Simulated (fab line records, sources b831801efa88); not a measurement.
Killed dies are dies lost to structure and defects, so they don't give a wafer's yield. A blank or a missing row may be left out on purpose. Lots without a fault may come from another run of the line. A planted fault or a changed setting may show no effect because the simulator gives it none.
fab line records | flow sky130
record lots=11 wafers=33 last_day=50
route steps=708 shown POLY_GATE@231 VIA4@660 METAL5@675 PASSIVATION@693 PAD_OPEN@708
lots that met no fault: from a run of the same line without faults
start_h: hours from the record's first day to the start of the lot's first wafer shown | wait_h: hours since the lot's step before | " the same as in the row above | L1.1+2: a row that stands for several wafers | - no value, or no start given | * or withheld: withheld | < > ~ a bound
route shown NAME@n: a module of which the file shows steps, and the number in the route of the first | usual: mean/standard deviation of fault-free wafers | same: alike in all rows | chamber/n: place in a boat | sites: the reading at each site | _std_site: their standard deviation | _edge_site: outer sites' mean less inner sites' | radius_mm: how far each site lies from the wafer's centre | mask NAME#n: copy n | behind: the tool/chamber that last shaped the wafer | hold: why the lot was held/for how many hours/how that ended | device: the transistor (n, p or np) that didn't switch | end of line: the same wafers' tests at the end of the route | a step without rows: its recipe alone | killed: dies lost to structure and defects at the first sort, not the wafer's yield | map: a wafer's dies, x killed, . not, _ none there
set.NAME: the setting as run; set.NAME@STEP: as run at that earlier step | model.NAME: the simulator's own value behind a step, which no gauge read
steps of the route over a sample of lots; a table a step, a row a wafer
services: from which hour (start_h, from the record's first day; less than 0 if before it) a tool's chamber was out of use, for how many hours, and why
## steps
# step SKY_POLY_GATE_ETCH_17
# recipe target_depth_nm=180 stop_on=SiO2 over_etch_frac=0.56667 chemistry=HBr/Cl2 target=poly-Si icp_w=400 bias_w=100 pressure_mtorr=10 HBr_flow_sccm=150 Cl2_flow_sccm=50 time_s=70.5
# usual chamber_pressure_mTorr=10.001/0.0097 drypump_motor_current_A=6.0/0.34 mfc_cl2_sccm=50.01/0.15 oes_product_au=0.985/0.0056 throttle_valve_pct=33.684/0.0099
# columns lot.wafer tool chamber start_h wait_h chamber_pressure_mTorr drypump_motor_current_A mfc_cl2_sccm oes_product_au rf_hours_counter_h throttle_valve_pct
L820.3 rie_si-01 3 391.22 0.0 10.003 6.5 49.80 0.987 1 33.671
L820.4 " 2 " " 9.976 5.6 49.74 0.969 23 33.691
L820.6 " 3 " " 10.014 6.6 49.88 0.988 - 33.695
L821.1 rie_si-02 1 395.57 0.0 10.008 5.5 49.90 0.986 6 33.683
L821.4 " 0 " " 9.997 6.2 50.09 0.989 - 33.692
L821.5 " 3 " " 10.015 6.0 50.01 0.980 - 33.674
L819.1 rie_si-01 3 395.62 0.0 10.006 6.6 49.98 0.989 1 33.686
L819.2 " 0 " " 9.998 5.9 49.92 0.985 75 33.701
L819.4 " 1 " " 10.002 6.3 50.25 0.979 58 33.691
L824.3 rie_si-01 2 426.07 0.0 10.005 5.6 50.07 0.981 23 33.694
L824.4 " 2 " " 10.005 5.6 50.07 0.979 - 33.677
L824.6 " 3 " " 10.006 6.6 50.03 0.993 - 33.671
L827.1 rie_si-01 0 441.97 0.0 9.989 6.0 50.07 0.983 0 33.674
L827.3 " 1 " " 10.003 6.3 49.98 0.975 58 33.699
L827.5 " 2 " " 10.007 5.6 49.88 0.979 - 33.681
L830.1 rie_si-01 1 467.47 0.0 10.021 6.3 50.41 0.994 58 33.695
L830.5 " 3 " " 9.992 6.6 50.18 0.986 - 33.699
L830.6 " 0 " " 9.997 6.0 50.04 0.986 - 33.700
L836.1 rie_si-01 1 522.52 0.0 10.002 6.3 50.22 0.982 0 33.695
L836.4 " 0 " " 9.995 6.0 50.03 0.987 - 33.681
L836.5 " 2 " " 9.987 5.6 49.94 0.979 - 33.691
L837.2 rie_si-02 2 527.12 0.0 10.016 5.9 50.03 0.985 1 33.690
L837.5 " 1 " " 9.993 5.5 50.29 0.989 - 33.682
L837.6 " 0 " " 10.001 6.3 49.91 0.988 - 33.666
L838.1 rie_si-01 3 548.97 0.0 9.992 6.5 49.97 0.992 2 33.688
L838.2 " 1 " " 9.993 6.4 50.08 0.982 0 33.690
L838.6 " 0 " " 10.025 6.0 50.31 0.986 - 33.685
L839.1 rie_si-02 0 569.17 0.0 10.009 6.3 50.17 1.003 17 33.689
L839.4 " 2 " " 9.998 5.9 50.07 0.990 1 33.689
L839.6 " 1 " " 10.009 5.4 50.05 0.981 - 33.681
L840.2 rie_si-01 0 570.92 0.0 9.996 6.0 50.37 0.993 1 33.685
L840.5 " 1 " " 10.005 6.3 49.88 0.988 - 33.704
L840.6 " 2 " " 9.986 5.6 49.98 0.987 - 33.680
# step SKY_VIA4_CMP_21
# recipe stop_on=SiO2 t_overpolish_s=25 down_force_psi=3.5 platen_rpm=60 target_thk_nm=0 pad_velocity_m_s=0.94248
# usual motor_current_A=11.1/0.79 overpolish_run_s=25.000/0.01 time_to_endpoint_s=124/4
# columns lot.wafer tool chamber start_h wait_h motor_current_A overpolish_run_s time_to_endpoint_s
L820.4 cmp-01 3 1016.54 0.0 11.1 25.000 118
L820.3 " 1 " " 11.6 24.998 120
L820.6 " 0 " " 10.3 24.982 118
L821.4 cmp-01 2 1018.42 0.0 9.7 24.982 124
L821.1 " 3 " " 11.6 25.004 120
L821.5 " 3 " " 11.6 25.004 116
L819.1 cmp-01 0 1020.44 0.1 10.4 24.977 121
L819.2 " 1 " " 12.1 24.979 122
L819.4 " 2 " " 10.4 25.017 120
L824.3 cmp-01 1 1044.78 0.1 12.2 25.000 121
L824.4 " 2 " " 10.7 25.012 125
L824.6 " 0 " " 10.4 24.987 124
L827.3 cmp-01 0 1055.04 0.2 10.9 25.013 123
L827.1 " 1 " " 12.0 25.004 125
L827.5 " 3 " " 11.4 25.000 119
L830.1 cmp-01 1 1076.53 0.2 12.3 25.029 120
L830.6 " 2 " " 10.4 24.998 123
L830.5 " 3 " " 11.3 25.001 124
L836.4 cmp-01 1 1109.31 0.0 12.0 25.007 120
L836.1 " 0 " " 10.8 25.004 124
L836.5 " 1 " " 12.3 24.989 119
L837.2 cmp-02 2 1114.49 0.1 11.8 24.998 129
L837.5 " 1 " " 10.7 24.998 128
L837.6 " 2 " " 12.6 25.003 129
L838.2 cmp-01 1 1128.81 0.1 12.2 24.989 119
L838.1 " 2 " " 10.1 25.004 121
L838.6 " 0 " " 10.5 25.009 117
L839.1 cmp-02 0 1141.74 0.1 10.5 24.999 125
L839.4 " 3 " " 10.5 25.017 124
L839.6 " 1 " " 10.8 24.994 123
L840.2 cmp-01 2 1142.71 0.0 10.3 25.000 123
L840.6 " 2 " " 10.6 24.990 124
L840.5 " 3 " " 11.3 24.993 120
# step SKY_METAL5_DESCUM_14
# recipe chemistry=O2 source_power_w=150 bias_power_w=0 pressure_mtorr=10 temp_c=40 time_s=11
# usual chamber_pressure_mTorr=9.999/0.0097 drypump_motor_current_A=5.60/0.24 oes_product_au=1.001/0.0067
# columns lot.wafer tool chamber start_h wait_h chamber_pressure_mTorr drypump_motor_current_A oes_product_au rf_hours_counter_h
L820.3 rie_metal-02 0 1039.64 0.1 10.028 5.78 1.004 -
L820.4 " 1 " " 10.010 5.62 0.998 -
L820.6 " 0 " " 9.992 5.78 0.994 -
L821.1 rie_metal-01 1 1040.74 0.1 10.008 5.78 1.005 15
L821.4 " 1 " " 9.996 5.78 1.008 -
L821.5 " 0 " " 10.013 5.18 1.008 -
L819.1 rie_metal-02 1 1043.34 0.1 10.002 5.64 0.989 16
L819.2 " 0 " " 10.007 5.77 0.999 2
L819.4 " 0 " " 9.985 5.76 1.000 -
L824.3 rie_metal-01 0 1065.89 0.1 10.009 5.22 1.002 -
L824.4 " 1 " " 9.985 5.81 1.004 -
L824.6 " 1 " " 9.980 5.79 1.013 -
L827.1 rie_metal-03 0 1076.63 0.1 10.000 5.62 0.996 22
L827.3 " 0 " " 9.998 5.64 1.002 -
L827.5 " 0 " " 9.997 5.63 1.004 -
L830.1 rie_metal-01 0 1096.93 0.1 9.991 5.21 0.984 23
L830.5 " 1 " " 9.996 5.79 0.994 -
L830.6 " 0 " " 10.011 5.19 0.999 -
L836.1 rie_metal-03 1 1128.68 0.1 9.987 5.72 0.994 23
L836.4 " 1 " " 10.011 5.74 0.992 -
L836.5 " 0 " " 10.005 5.63 0.995 -
L837.2 rie_metal-01 1 1133.48 0.1 10.006 5.78 1.003 22
L837.5 " 0 " " 9.989 5.21 1.010 -
L837.6 " 1 " " 10.018 5.77 1.011 -
L838.1 rie_metal-01 1 1147.49 0.1 10.005 5.78 1.006 24
L838.2 " 1 " " 10.015 5.79 0.992 -
L838.6 " 1 " " 10.004 5.77 0.996 -
L839.1 rie_metal-02 1 1159.38 0.1 9.986 5.66 0.996 24
L839.4 " 0 " " 10.017 5.76 1.002 -
L839.6 " 0 " " 9.991 5.78 1.003 -
L840.2 rie_metal-02 1 1160.44 0.1 9.986 5.63 1.001 24
L840.5 " 1 " " 9.999 5.65 1.000 -
L840.6 " 0 " " 10.004 5.78 0.999 -
# step SKY_PASSIVATION_STRIP_12
# recipe chemistry=O2/N2 power_w=1400 pressure_mtorr=1500 platen_temp_c=withheld overash_fraction=0.7 o2_flow_sccm=3000 n2_flow_sccm=300
# usual chamber_pressure_mTorr=1499.8/1.3 drypump_motor_current_A=5.7/0.3 oes_product_au=0.661/0.0045 strip_time_to_endpoint_s=31.52/0.096
# same overash_fraction=0.7
# columns lot.wafer tool chamber start_h wait_h chamber_pressure_mTorr drypump_motor_current_A oes_product_au rf_hours_counter_h strip_time_to_endpoint_s
L820.3 plasma_asher-02 0 1062.87 0.1 1498.7 5.3 0.667 - 31.44
L820.4 " 1 " " 1499.6 6.1 0.661 - 31.36
L820.6 " 0 " " 1500.2 5.3 0.659 - 31.56
L821.1 plasma_asher-04 1 1063.49 0.1 1500.7 5.7 0.662 62 31.47
L821.4 " 1 " " 1498.1 5.7 0.655 - 31.48
L821.5 " 0 " " 1498.4 5.7 0.664 - 31.60
L819.1 plasma_asher-04 1 1065.10 0.1 1499.1 5.7 0.659 63 31.55
L819.2 " 0 " " 1500.1 5.7 0.666 63 31.49
L819.4 " 1 " " 1499.7 5.7 0.662 - 31.39
L824.3 plasma_asher-04 1 1088.13 0.1 1499.2 5.7 0.660 - 31.69
L824.4 " 0 " " 1500.1 5.7 0.663 - 31.59
L824.6 " 1 " " 1501.3 5.7 0.655 - 31.66
L827.1 plasma_asher-02 0 1098.44 0.1 1498.8 5.3 0.662 93 31.43
L827.3 " 1 " " 1499.3 6.1 0.668 - 31.41
L827.5 " 0 " " 1498.6 5.3 0.668 - 31.49
L830.1 plasma_asher-03 0 1118.89 0.1 1498.2 6.2 0.670 5 31.57
L830.5 " 0 " " 1500.1 6.2 0.659 - 31.48
L830.6 " 1 " " 1501.0 5.2 0.660 - 31.49
L836.1 plasma_asher-04 1 1147.99 0.1 1500.7 5.7 0.669 71 31.67
L836.4 " 0 " " 1501.3 5.7 0.666 - 31.57
L836.5 " 0 " " 1500.1 5.7 0.667 - 31.56
L837.2 plasma_asher-04 0 1152.09 0.1 1498.5 5.7 0.658 71 31.55
L837.5 " 1 " " 1499.8 5.7 0.659 - 31.63
L837.6 " 0 " " 1500.1 5.7 0.663 - 31.60
L838.1 plasma_asher-04 1 1165.49 0.1 1501.7 5.7 0.665 73 31.52
L838.2 " 0 " " 1499.8 5.7 0.657 73 31.55
L838.6 " 0 " " 1497.6 5.7 0.656 - 31.60
L839.1 plasma_asher-03 1 1176.80 0.1 1500.4 5.2 0.655 11 31.55
L839.4 " 1 " " 1497.5 5.2 0.657 - 31.46
L839.6 " 1 " " 1499.2 5.2 0.655 - 31.57
L840.2 plasma_asher-02 0 1177.95 0.1 1501.8 5.3 0.661 101 31.45
L840.5 " 1 " " 1500.4 6.1 0.657 - 31.53
L840.6 " 0 " " 1497.4 5.3 0.664 - 31.51
# step SKY_PAD_OPEN_PROBE_99
# usual killed_at_M0_to_M3=44/7.2 killed_at_M4_up=3.1/1.7 killed_at_contacts=25/5.1 killed_at_front_end=14/4.6 killed_at_other=0.3/0.59 killed_dies=86/9.6 killed_on_rim=17/4.1 killed_open=47/7.4 killed_short=39/6
# same gross_dies=492 killed_at_back_side=0
# columns lot.wafer tool chamber start_h wait_h hold killed_at_M0_to_M3 killed_at_M4_up killed_at_contacts killed_at_front_end killed_at_other killed_dies killed_on_rim killed_open killed_short
L821.1 prober-01 - 1087.21 0.1 - 39 5 18 15 1 78 15 42 36
L821.4 prober-01 - 1087.36 0.2 - 37 4 28 13 1 83 18 47 36
L821.5 prober-01 - 1087.41 0.2 - 49 1 18 19 0 87 18 53 34
L819.1 prober-02 - 1088.37 0.1 - 42 2 20 23 0 87 23 44 43
L819.2 prober-02 - 1088.42 0.1 - 52 1 23 8 0 84 11 45 39
L819.4 prober-02 - 1088.52 0.2 - 33 1 15 10 1 60 9 23 37
L827.1 prober-01 - 1120.60 0.1 await_dispo/5.5h/release 45 3 26 68 0 142 33 56 40
L827.3 prober-01 - 1120.70 0.2 await_dispo/5.5h/release 36 6 32 17 0 91 18 47 44
L827.5 prober-01 - 1120.80 0.2 await_dispo/5.5h/release 36 2 43 13 1 95 18 48 47
L830.1 prober-02 - 1140.13 0.1 await_dispo/3.3h/release 45 2 24 12 0 83 16 35 48
L830.5 prober-02 - 1140.33 0.2 await_dispo/3.3h/release 46 3 27 8 0 84 20 43 41
L830.6 prober-02 - 1140.38 0.2 await_dispo/3.3h/release 28 1 24 64 0 117 24 39 32
L836.1 prober-02 - 1167.71 0.1 - 46 0 22 23 0 91 23 51 40
L836.4 prober-02 - 1167.86 0.2 - 50 2 24 7 1 84 22 53 31
L836.5 prober-02 - 1167.91 0.2 - 44 3 14 16 1 78 12 43 35
# killed by level:class
L821.1 CONTACT:geometric_particle:open=10 METAL1:geometric_particle:short=6 VIA1:geometric_particle:open=6 VIA3:geometric_particle:open=5 FIELD_ISO:geometric_particle:short=4 POLY_GATE:geometric_particle:short=4 LI_CONTACT:geometric_particle:open=4 METAL3:geometric_particle:short=4
L821.4 CONTACT:geometric_particle:open=10 LI_CONTACT:geometric_particle:open=9 VIA3:geometric_particle:open=9 CONTACT:geometric_particle:short=7 VIA1:geometric_particle:short=6 VIA1:geometric_particle:open=6 FIELD_ISO:geometric_particle:open=4 VIA2:geometric_particle:short=4
L821.5 VIA1:geometric_particle:open=14 LI_CONTACT:geometric_particle:open=10 VIA2:geometric_particle:open=8 FIELD_ISO:geometric_particle:short=6 POLY_GATE:geometric_particle:open=6 METAL1:geometric_particle:short=6 VIA1:geometric_particle:short=5 VIA3:geometric_particle:open=5
L819.1 VIA1:geometric_particle:open=9 LI_CONTACT:geometric_particle:short=8 FIELD_ISO:geometric_particle:short=7 VIA2:geometric_particle:open=7 METAL1:geometric_particle:short=6 FIELD_ISO:geometric_particle:open=5 LI_CONTACT:geometric_particle:open=5 VIA3:geometric_particle:open=5
L819.2 VIA1:geometric_particle:open=14 CONTACT:geometric_particle:open=13 VIA3:geometric_particle:open=6 METAL1:geometric_particle:short=5 VIA2:geometric_particle:open=5 METAL3:geometric_particle:short=5 FIELD_ISO:geometric_particle:short=4 VIA1:geometric_particle:short=4
L819.4 METAL2:geometric_particle:short=9 CONTACT:geometric_particle:open=6 METAL1:geometric_particle:short=6 VIA3:geometric_particle:open=6 POLY_GATE:geometric_particle:short=4 FIELD_ISO:geometric_particle:short=3 VIA1:geometric_particle:short=3 CONTACT:geometric_particle:short=3
L827.1 POLY_GATE:unspecified=46 VIA1:geometric_particle:open=11 CONTACT:geometric_particle:open=10 VIA2:geometric_particle:open=10 LOCAL_INTERCONNECT:geometric_particle:short=8 SPACER:geometric_particle:short=5 METAL1:geometric_particle:short=5 CONTACT:geometric_particle:short=4
L827.3 CONTACT:geometric_particle:open=12 LI_CONTACT:geometric_particle:open=9 METAL1:geometric_particle:short=8 METAL1:geometric_particle:open=6 VIA2:geometric_particle:open=6 FIELD_ISO:geometric_particle:short=5 CONTACT:geometric_particle:short=5 VIA1:geometric_particle:open=5
L827.5 CONTACT:geometric_particle:open=13 LI_CONTACT:geometric_particle:open=10 CONTACT:geometric_particle:short=10 LOCAL_INTERCONNECT:geometric_particle:short=8 VIA1:geometric_particle:open=8 FIELD_ISO:geometric_particle:short=6 METAL3:geometric_particle:short=6 METAL1:geometric_particle:short=4
L830.1 METAL2:geometric_particle:short=9 CONTACT:geometric_particle:open=9 VIA1:geometric_particle:open=7 VIA2:geometric_particle:open=6 METAL1:geometric_particle:short=5 VIA3:geometric_particle:short=5 FIELD_ISO:geometric_particle:open=4 LI_CONTACT:geometric_particle:open=4
L830.5 CONTACT:geometric_particle:open=12 METAL2:geometric_particle:short=9 VIA3:geometric_particle:open=6 METAL1:geometric_particle:short=6 VIA1:geometric_particle:open=6 VIA2:geometric_particle:open=6 CONTACT:geometric_particle:short=5 LOCAL_INTERCONNECT:geometric_particle:short=4
L830.6 POLY_GATE:unspecified=46 VIA1:geometric_particle:open=10 POLY_GATE:geometric_particle:short=8 LI_CONTACT:geometric_particle:open=8 CONTACT:geometric_particle:open=6 METAL1:geometric_particle:short=5 VIA2:geometric_particle:open=5 LOCAL_INTERCONNECT:geometric_particle:short=4
L836.1 VIA1:geometric_particle:open=13 CONTACT:geometric_particle:open=10 FIELD_ISO:geometric_particle:short=9 VIA2:geometric_particle:open=7 FIELD_ISO:geometric_particle:open=5 CONTACT:geometric_particle:short=5 VIA3:geometric_particle:open=5 VIA1:geometric_particle:short=4
L836.4 CONTACT:geometric_particle:open=12 VIA2:geometric_particle:open=11 VIA1:geometric_particle:open=8 CONTACT:geometric_particle:short=7 VIA3:geometric_particle:open=6 METAL1:geometric_particle:short=5 LI_CONTACT:geometric_particle:open=4 VIA1:geometric_particle:short=4
L836.5 VIA1:geometric_particle:open=10 METAL2:geometric_particle:short=8 VIA1:geometric_particle:short=7 VIA2:geometric_particle:open=7 FIELD_ISO:geometric_particle:open=5 CONTACT:geometric_particle:short=5 FIELD_ISO:geometric_particle:short=4 POLY_GATE:geometric_particle:open=4
## services
# columns tool chamber start_h hours kind
cmp-01 - 378.49 1.6 repair
cmp-01 - 391.16 7.6 pm
cmp-01 - 403.83 0.4 repair
cmp-01 - 404.28 4.0 pm
cmp-01 - 411.85 2.2 repair
cmp-01 - 417.69 1.3 repair
cmp-01 - 427.02 0.5 repair
rie_si-01 3 516.76 9.3 repair
cmp-01 - 553.99 7.0 pm
cmp-01 - 605.95 1.2 repair
cmp-01 - 632.64 1.0 repair
rie_si-01 1 681.99 10.8 repair
cmp-01 - 682.96 1.1 repair
cmp-01 - 707.45 2.2 repair
cmp-01 - 733.01 1.4 repair
cmp-01 - 744.28 4.0 pm
cmp-01 - 780.13 12.3 pm
cmp-01 - 835.15 3.0 repair
cmp-01 - 922.99 6.4 pm
cmp-01 - 1047.20 5.8 pm
cmp-01 - 1084.29 4.0 pm
cmp-01 - 1085.96 6.2 repair
cmp-01 - 1113.61 3.2 repair
cmp-01 - 1156.70 0.3 repair
## key
first_sign step=SKY_PAD_OPEN_PROBE_99 reading=killed_at_front_end direction=up sigmas=11 usual=14 struck=66
effect step=SKY_PAD_OPEN_PROBE_99 reading=killed_dies direction=up sigmas=4.6 usual=86 struck=130
met_at SKY_POLY_GATE_ETCH_17
struck_lots L827,L830
struck_wafers L827.1,L830.6
tester_left_out L827,L830
not_acting_at SKY_VIA4_CMP_21,SKY_METAL5_DESCUM_14,SKY_PASSIVATION_STRIP_12
onset_between 395.62 441.97
fault kind=chamber_particle_source tool=rie_si-01 chamber=0 onset_h=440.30 steps=SKY_POLY_GATE_ETCH_17 rate_per_visit_cm2=1.1495 end_h=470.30
# tester_left_out: of these lots the tester's yield and bins aren't shown, on N5 and GAA mostly nor the transistor test; their killed dies are dies lost to structure and defects alone, not to doping, threshold or leakage, so they don't give the yield
